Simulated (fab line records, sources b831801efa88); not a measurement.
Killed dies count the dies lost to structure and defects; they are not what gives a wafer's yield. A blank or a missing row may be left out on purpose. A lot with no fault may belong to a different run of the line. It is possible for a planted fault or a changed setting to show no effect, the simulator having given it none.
Matching of chambers / flow sky130 / cmp-02 running SKY_VIA1_CMP_02: 4 sister chambers
The step polishes SiO2. 14 wafers are shown with their chamber, then 7 later ones without.

## WAFERS PAIRED WITH THEIR CHAMBERS
wafer=L709.3; chamber=1; motor-current-A (A)=13.4; edge-zone-pressure-frac=0.995; head-pressure-psi (psi)=3.994
wafer=L709.4; chamber=3; motor-current-A (A)=9.7; edge-zone-pressure-frac=0.994; head-pressure-psi (psi)=3.995
wafer=L709.5; chamber=2; motor-current-A (A)=10.4; edge-zone-pressure-frac=0.992; head-pressure-psi (psi)=3.994
wafer=L710.1; chamber=3; motor-current-A (A)=10.2; edge-zone-pressure-frac=1.004; head-pressure-psi (psi)=3.993
wafer=L710.4; chamber=1; motor-current-A (A)=13.4; edge-zone-pressure-frac=1.002; head-pressure-psi (psi)=3.988
wafer=L710.5; chamber=1; motor-current-A (A)=12.9; edge-zone-pressure-frac=0.999; head-pressure-psi (psi)=4.007
wafer=L711.4; chamber=0; motor-current-A (A)=12.6; edge-zone-pressure-frac=1.000; head-pressure-psi (psi)=3.989
wafer=L711.5; chamber=0; motor-current-A (A)=12.6; edge-zone-pressure-frac=1.000; head-pressure-psi (psi)=3.975
wafer=L711.6; chamber=1; motor-current-A (A)=12.6; edge-zone-pressure-frac=0.996; head-pressure-psi (psi)=4.004
wafer=L725.1; chamber=1; motor-current-A (A)=14.1; edge-zone-pressure-frac=0.993; head-pressure-psi (psi)=4.002
wafer=L725.2; chamber=0; motor-current-A (A)=12.8; edge-zone-pressure-frac=1.001; head-pressure-psi (psi)=4.002
wafer=L725.3; chamber=3; motor-current-A (A)=9.5; edge-zone-pressure-frac=0.998; head-pressure-psi (psi)=3.990
wafer=L726.1; chamber=1; motor-current-A (A)=13.2; edge-zone-pressure-frac=1.000; head-pressure-psi (psi)=4.003
wafer=L726.3; chamber=0; motor-current-A (A)=12.5; edge-zone-pressure-frac=0.999; head-pressure-psi (psi)=3.987

SIGNATURES, as means of the wafers listed above
reading=motor-current-A; chamber 0=12.625; chamber 1=13.267; chamber 2=10.400; chamber 3=9.800; scatter within a chamber=0.403
reading=edge-zone-pressure-frac; chamber 0=1.00000; chamber 1=0.99750; chamber 2=0.99200; chamber 3=0.99867; scatter within a chamber=0.00332
reading=head-pressure-psi; chamber 0=3.98825; chamber 1=3.99967; chamber 2=3.99400; chamber 3=3.99267; scatter within a chamber=0.00798
Rule: for a wafer and a chamber, the distance is found by dividing, reading by reading, the gap between the wafer's reading and the chamber's mean by the reading's scatter, squaring, summing and taking the root. If the next closest chamber is less than 2 further off than the closest, the wafer can't be placed; otherwise it belongs to the closest. The scatter is the square root of a quotient: the sum, over the shown wafers, of each reading's squared deviation from its chamber's mean, divided by wafers minus chambers.

## WAFERS WITHOUT THEIR CHAMBER
wafer=L726.5; motor-current-A (A)=10.8; edge-zone-pressure-frac=0.996; head-pressure-psi (psi)=4.010
wafer=L728.2; motor-current-A (A)=13.9; edge-zone-pressure-frac=0.995; head-pressure-psi (psi)=4.003
wafer=L728.3; motor-current-A (A)=10.6; edge-zone-pressure-frac=0.998; head-pressure-psi (psi)=3.995
wafer=L728.6; motor-current-A (A)=9.6; edge-zone-pressure-frac=0.998; head-pressure-psi (psi)=4.013
wafer=L730.4; motor-current-A (A)=9.9; edge-zone-pressure-frac=1.006; head-pressure-psi (psi)=4.009
wafer=L730.5; motor-current-A (A)=10.8; edge-zone-pressure-frac=1.000; head-pressure-psi (psi)=4.011
wafer=L730.6; motor-current-A (A)=9.8; edge-zone-pressure-frac=0.998; head-pressure-psi (psi)=3.996

## CHAMBER TAKEN BY EACH
wafer=L726.5; from the rows above=can't be placed: 2 or 3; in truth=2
wafer=L728.2; from the rows above=1; in truth=1
wafer=L728.3; from the rows above=can't be placed: 2 or 3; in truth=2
wafer=L728.6; from the rows above=can't be placed: 3 or 2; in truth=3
wafer=L730.4; from the rows above=can't be placed: 3 or 2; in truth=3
wafer=L730.5; from the rows above=can't be placed: 2 or 3 or 0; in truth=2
wafer=L730.6; from the rows above=can't be placed: 3 or 2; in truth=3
1 of 7 placed correctly. Not placeable from these rows: 6 (in 6, the candidates include the true chamber). Placed wrongly: 0.
